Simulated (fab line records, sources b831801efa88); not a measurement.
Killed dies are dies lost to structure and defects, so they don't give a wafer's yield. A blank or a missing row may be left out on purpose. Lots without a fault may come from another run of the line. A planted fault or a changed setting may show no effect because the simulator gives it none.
One fault seen from 2 desks | flow sky130 | each desk has only its own numbers; what lay behind them comes last

THE METROLOGY DESK
What the gauges read, lot by lot, whatever tool the lot ran on: means of the sampled wafers that have a number. A lot is out of limits, marked OUT, if its mean lies more than 4 standard deviations from the usual mean; the brackets give that distance.
Columns: A = VT_ADJUST_LVTN_2_TW at SKY_VT_ADJUST_LVTN_TW_MEAS_21, usual 188.0
lot  | first seen here | A
L598 | day 7 23:07     | 187.7
L599 | day 8 07:33     | 188.3
L601 | day 8 14:36     | 186.5
L602 | day 8 21:22     | 187.8
L603 | day 9 06:02     | 188.0
L604 | day 9 17:01     | 187.1
L605 | day 10 00:35    | 189.4
L609 | day 11 01:17    | 186.3
L616 | day 12 17:05    | 189.3
L619 | day 13 19:13    | 190.7
L620 | day 14 01:47    | 188.6
L621 | day 14 05:59    | 187.7
This desk's finding: nothing out of limits on any of the 12 lots.

THE TOOL OWNER'S DESK: wet_bench-03
The tool's own readings at SKY_SONOS_ONO_WET_ETCH_16 (etches SiO2 in dHF, target depth 14 nm, time 280 s): means of the sampled wafers that have a number, for each lot that ran on this tool. A lot is out of limits, marked OUT, if its mean lies more than 4 standard deviations from the usual mean; the brackets give that distance.
Columns: A = bath_heat_duty_pct at SKY_SONOS_ONO_WET_ETCH_16, usual 6.5 %; B = run_length_s at SKY_SONOS_ONO_WET_ETCH_16, usual 309 s
lot  | first seen here | A   | B
L601 | day 13 17:37    | 7.0 | 305
L602 | day 14 02:55    | 5.1 | 305
L603 | day 14 08:49    | 5.6 | 314
L604 | day 15 00:13    | 5.5 | 304
L605 | day 15 10:07    | 5.9 | 315
L609 | day 16 13:32    | 6.6 | 304
L616 | day 18 15:52    | 5.1 | 288 (-5.0) OUT
L619 | day 19 22:44    | 6.4 | 287 (-5.2) OUT
This desk's finding: out of limits on L616, L619; first on L616, day 18 15:52 (run_length_s at SKY_SONOS_ONO_WET_ETCH_16). In limits: L601, L602, L603, L604, L605, L609.

PUT TOGETHER
The tool owner's desk could have raised an alarm at day 18 15:52, on L616, L619.
The metrology desk saw nothing out of limits.
The metrology desk has L616, L619 on record, within its limits.
Of the lots named, all ran SKY_SONOS_ONO_WET_ETCH_16 on wet_bench-03.

WHAT THE SIMULATOR HAD PUT IN
Process parameter drift: wet_bench-03, from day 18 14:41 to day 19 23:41, at SKY_SONOS_ONO_WET_ETCH_16. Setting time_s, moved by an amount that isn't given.
Lots struck among those shown: L616, L619.
Hours from the fault's start to each desk's first reading out of limits: the tool owner's desk, 1.
